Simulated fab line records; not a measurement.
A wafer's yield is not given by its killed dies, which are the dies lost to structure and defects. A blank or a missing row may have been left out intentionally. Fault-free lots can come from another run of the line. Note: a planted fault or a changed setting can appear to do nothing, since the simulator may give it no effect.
Problem report, 8D (eight disciplines) form, completed by code | flow sky130 | the parts of the form that need people (team, actions taken, sign-off) are left out

## 1. PROBLEM STATEMENT
At SKY_PAD_OPEN_PROBE_99, killedAtFrontEnd averages 84 over 4 wafers from 3 lots, while fault-free wafers read 16, standard deviation 4.6. That is +15 standard deviations from the usual mean.
Seen first at day 49 17:53 on prober-02, wafer L726.2. The record holds 9 wafers of 3 lots with a number at this step. Rule for "out", or "out of limits": more than 4 standard deviations from the usual mean. The other wafers with a number count as sound.

## 2. WHAT IT IS, WHAT IT ISN'T
question                    | is                             | is not
which readings at this step | killedAtFrontEnd, killedDies   | killed_at_M4_up, killedAtContacts, killedAtOther, killedOpen
which lots                  | L726, L729, L731               | -
which wafers of those lots  | L726.2, L726.4, L729.2, L731.2 | L726.3, L729.1, L729.4, L731.1, L731.6
read on which tools         | prober-01, prober-02           | -
when                        | from day 49 17:53              | up to then (0 sound wafers); but 5 sound wafers of L726, L729, L731 came after

## 3. THE SUSPECTS, EACH WITH WHAT RULES IT OUT
Counting: a tool at a process step up to the reading stays a suspect if it ran every lot that is out. Sound lots after the first of them don't rule it out here, since some wafers of a struck lot are sound.
- plasmaAsher-03 at SKY_NWELL_STRIP_14 (strips in O2/N2): kept. It ran every lot that is out, first L726 (day 8 03:51).
- The sound lot-mates ran in chamber 0 of plasmaAsher-03 at SKY_NWELL_STRIP_14, but the wafers that are out ran in chamber 1.
After counting, what remains is plasmaAsher-03 at SKY_NWELL_STRIP_14.

## 4. THE CAUSE (what the simulator had put in)
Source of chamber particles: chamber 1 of plasmaAsher-03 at SKY_NWELL_STRIP_14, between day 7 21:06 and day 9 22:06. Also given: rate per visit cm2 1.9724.
Only this tool survived the counting.

## 5. THE EFFECT CHAIN, in route order
Each row: a reading whose mean over the struck wafers that have a number lies more than 3 standard deviations from the usual. Only readings for which the record gives a usual standard deviation are gone through. hours: the time from each lot's start at the first step in this table that gives one to its start at this step, as a median over the lots. sigmas: the change in usual standard deviations.
hours | step                  | reading          | usual | on struck wafers | change | sigmas
0     | SKY_PAD_OPEN_PROBE_99 | killedAtFrontEnd | 16    | 84               | +68    | +15
0     | SKY_PAD_OPEN_PROBE_99 | killedDies       | 86    | 147              | +61    | +6.5
It contains these process steps:
- SKY_PAD_OPEN_PROBE_99

## 6. WHAT WOULD HAVE CAUGHT IT SOONER
First out-of-limits reading in this record: day 49 17:53, which is 1005 hours after fault onset at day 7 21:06.
Of the tool readings at SKY_NWELL_STRIP_14 for which the record gives a usual standard deviation, none was out on any struck wafer, so an alarm limit of 4 standard deviations on them would not have fired.
By day 49 17:53 the whole set of lots that are out, 3 in number, had already begun SKY_NWELL_STRIP_14 on plasmaAsher-03. A hold on the tool at that time would have spared none of them.
